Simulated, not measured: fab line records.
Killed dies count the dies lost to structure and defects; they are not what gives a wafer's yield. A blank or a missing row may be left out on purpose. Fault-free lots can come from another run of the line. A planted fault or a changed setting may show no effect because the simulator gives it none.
Which of the tools did it? || flow gf180mcu || 45 wafers from 15 lots sampled at 2 of the route's 602 steps

WHAT THE GAUGES READ, wafer by wafer
GF_V3_OVL_MEAS_15.
{"lot": "L532", "measured": "day 22 07:03", "on": "overlay-01", "V3_OVL (nm)": "15 8 8"}
{"lot": "L533", "measured": "day 22 16:56", "on": "overlay-02", "V3_OVL (nm)": "2 3 4"}
{"lot": "L534", "measured": "day 23 03:08", "on": "overlay-01", "V3_OVL (nm)": "-2 -3 -13"}
{"lot": "L535", "measured": "day 23 05:06", "on": "overlay-02", "V3_OVL (nm)": "14 4 2"}
{"lot": "L536", "measured": "day 23 17:49", "on": "overlay-01", "V3_OVL (nm)": "-5 3 -1"}
{"lot": "L537", "measured": "day 24 06:34", "on": "overlay-01", "V3_OVL (nm)": "7 10 3"}
{"lot": "L538", "measured": "day 24 12:56", "on": "overlay-01", "V3_OVL (nm)": "6 1 -2"}
{"lot": "L539", "measured": "day 24 18:55", "on": "overlay-01", "V3_OVL (nm)": "2 7 -3"}
{"lot": "L540", "measured": "day 25 05:01", "on": "overlay-01", "V3_OVL (nm)": "0 1 4"}
{"lot": "L547", "measured": "day 27 19:16", "on": "overlay-01", "V3_OVL (nm)": "9 7 8"}
{"lot": "L550", "measured": "day 28 12:32", "on": "overlay-02", "V3_OVL (nm)": "6 7 3"}
{"lot": "L551", "measured": "day 28 14:23", "on": "overlay-02", "V3_OVL (nm)": "0 1 2"}
{"lot": "L552", "measured": "day 28 23:37", "on": "overlay-01", "V3_OVL (nm)": "2 -1 -2"}
{"lot": "L553", "measured": "day 29 05:40", "on": "overlay-01", "V3_OVL (nm)": "2 3 1"}
{"lot": "L554", "measured": "day 29 15:17", "on": "overlay-01", "V3_OVL (nm)": "4 6 9"}

TOOL THAT RAN EACH LOT (tool first, then ch and the chambers of the sampled wafers, then the start)
{"lot": "L532", "GF_STI_CVD_23": "hdpcvd-02 ch 0,2, day 2 06:41"}
{"lot": "L533", "GF_STI_CVD_23": "hdpcvd-02 ch 1,2, day 2 08:39"}
{"lot": "L534", "GF_STI_CVD_23": "hdpcvd-02 ch 0,1,2, day 2 13:58"}
{"lot": "L535", "GF_STI_CVD_23": "hdpcvd-02 ch 0,2, day 2 18:41"}
{"lot": "L536", "GF_STI_CVD_23": "hdpcvd-02 ch 0,1,2, day 2 23:29"}
{"lot": "L537", "GF_STI_CVD_23": "hdpcvd-02 ch 0,1,2, day 3 04:47"}
{"lot": "L538", "GF_STI_CVD_23": "hdpcvd-02 ch 0,2, day 3 10:35"}
{"lot": "L539", "GF_STI_CVD_23": "hdpcvd-01 ch 0,1,2, day 3 15:01"}
{"lot": "L540", "GF_STI_CVD_23": "hdpcvd-02 ch 0,1, day 3 20:20"}
{"lot": "L547", "GF_STI_CVD_23": "hdpcvd-01 ch 0,1, day 5 11:42"}
{"lot": "L550", "GF_STI_CVD_23": "hdpcvd-02 ch 0,1, day 6 00:25"}
{"lot": "L551", "GF_STI_CVD_23": "hdpcvd-02 ch 0,1,2, day 6 05:49"}
{"lot": "L552", "GF_STI_CVD_23": "hdpcvd-02 ch 0,1,2, day 6 12:42"}
{"lot": "L553", "GF_STI_CVD_23": "hdpcvd-01 ch 0,1, day 6 18:19"}
{"lot": "L554", "GF_STI_CVD_23": "hdpcvd-01 ch 0,1,2, day 6 23:32"}
- GF_STI_CVD_23: deposits SiO2, target thk 650 nm, time 108.3 s.

AS READ BY THE TOOLS THEMSELVES (means over the sampled wafers that have a number; for cases with no such wafer, the mark the record gives instead)
The record holds no such reading with a usual standard deviation.

THE ANSWER, worked out from the rows above alone
Rule: the usual values come from the lots themselves. The widest of any qualifying gaps counts: lots, ordered by their means at a reading, are off when they make up no more than a third of the lots, leave a main group of 4 or more, and stand apart from it by 3 or more times the standard deviation of that group's means. Not used: any main group whose means are identical at the precision the tables above print for the reading. A lot without any number at a reading at which 4 lots or more have one is off too. All remaining lots with rows at the step are treated as sound. After the gauges, taken in route order, come the tools' own readings; for these a lot's mean is taken, as printed above. At the first step where some lot is off, the reading lying furthest off is the one used; lots without a number count as furthest.
Nothing can be told from this: no lot is off at any reading shown.

WHAT THE SIMULATOR PUT IN
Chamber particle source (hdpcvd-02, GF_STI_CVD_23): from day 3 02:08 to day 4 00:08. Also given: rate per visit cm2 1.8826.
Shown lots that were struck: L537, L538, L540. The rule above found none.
